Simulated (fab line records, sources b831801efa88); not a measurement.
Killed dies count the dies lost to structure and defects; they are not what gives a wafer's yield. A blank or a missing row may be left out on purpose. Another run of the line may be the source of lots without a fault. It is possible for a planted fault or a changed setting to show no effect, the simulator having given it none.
Which of the tools did it?	flow sky130	Sampling: 11 lots, 33 wafers, 3 of 708 route steps

WHAT THE GAUGES READ, wafer by wafer
SKY_VIA2_THK_MEAS_01.
lot	measured	on	VIA2_HDPCVD_THK (nm)
L963	day 35 00:32	film-metro-02	1171 1167 1167
L964	day 35 09:11	film-metro-02	1178 1186 1170
L967	day 36 13:13	film-metro-04	1196 1195 1207
L968	day 37 02:38	film-metro-02	1166 1168 1169
L969	day 37 05:22	film-metro-03	1178 1175 1172
L970	day 37 17:35	film-metro-04	1457 1190 1201 1456 1191 1202
L971	day 37 22:11	film-metro-02	1191 1477 1191 1191 1478 1193
L983	day 41 08:03	film-metro-03	1172 1164 1171
L984	day 41 16:08	film-metro-02	1189 1197 1181
L985	day 42 00:47	film-metro-02	1171 1191 1185
L986	day 42 04:16	film-metro-03	1174 1173 1149

WHICH TOOL RAN EACH LOT (tool, then ch and the chambers of the sampled wafers, then the start)
lot	SKY_METAL1_ETCH_18	SKY_VIA2_HDPCVD_00
L963	rie-metal-03 ch 0,1, day 32 14:11	hdpcvd-02 ch 0,1, day 35 00:25
L964	rie-metal-04 ch 0,1, day 32 23:56	hdpcvd-01 ch 0,1, day 35 09:04
L967	rie-metal-03 ch 0,1, day 34 05:02	hdpcvd-01 ch 0,1,2, day 36 13:05
L968	rie-metal-01 ch 0,1, day 34 19:14	hdpcvd-02 ch 0,1, day 37 02:31
L969	rie-metal-04 ch 1, day 34 22:01	hdpcvd-01 ch 1,2, day 37 05:14
L970	rie-metal-03 ch 0,1, day 35 09:29	hdpcvd-01 ch 0,1,2, day 37 17:27
L971	rie-metal-03 ch 0,1, day 35 14:17	hdpcvd-01 ch 0,1, day 37 22:04
L983	rie-metal-01 ch 0,1, day 39 03:17	hdpcvd-01 ch 2, day 41 07:52
L984	rie-metal-04 ch 0,1, day 39 12:05	hdpcvd-02 ch 0,2, day 41 16:00
L985	rie-metal-03 ch 0,1, day 39 19:53	hdpcvd-01 ch 0,1,2, day 42 00:40
L986	rie-metal-03 ch 0,1, day 40 00:38	hdpcvd-02 ch 1,2, day 42 04:08
- SKY_METAL1_ETCH_18: etches BARC in N2/H2, stops on SiO2, time 45.9 s, target depth 60 nm.
- SKY_VIA2_HDPCVD_00: deposits SiO2, target thk 1180 nm, time 196.7 s.

THE ANSWER, worked out from the rows above alone
Rule: usual is defined by the lots themselves. Put in order of their means at a reading, lots are off if they are a third of the lots or fewer, leave a main group of 4 or more, and stand apart from it by a gap of 3 or more times the standard deviation of the main group's means; of several such gaps the widest counts. If all means in a main group match to the digits the tables above print for the reading, that group is not used. Also off: a lot with no number at a reading for which 4 or more lots have one. All remaining lots with rows at the step are treated as sound.
Off: L970, L971, at SKY_VIA2_THK_MEAS_01 (VIA2_HDPCVD_THK). Mean 1177 nm and standard deviation 11 in the main group.
If a tool, at a process step before that reading, ran all the lots that are off and no sound lot after the first of them, it fits. The gauges at SKY_VIA2_THK_MEAS_01 are tried like those tools. Of those tried, none fits.

WHAT WAS PUT IN BY THE SIMULATOR
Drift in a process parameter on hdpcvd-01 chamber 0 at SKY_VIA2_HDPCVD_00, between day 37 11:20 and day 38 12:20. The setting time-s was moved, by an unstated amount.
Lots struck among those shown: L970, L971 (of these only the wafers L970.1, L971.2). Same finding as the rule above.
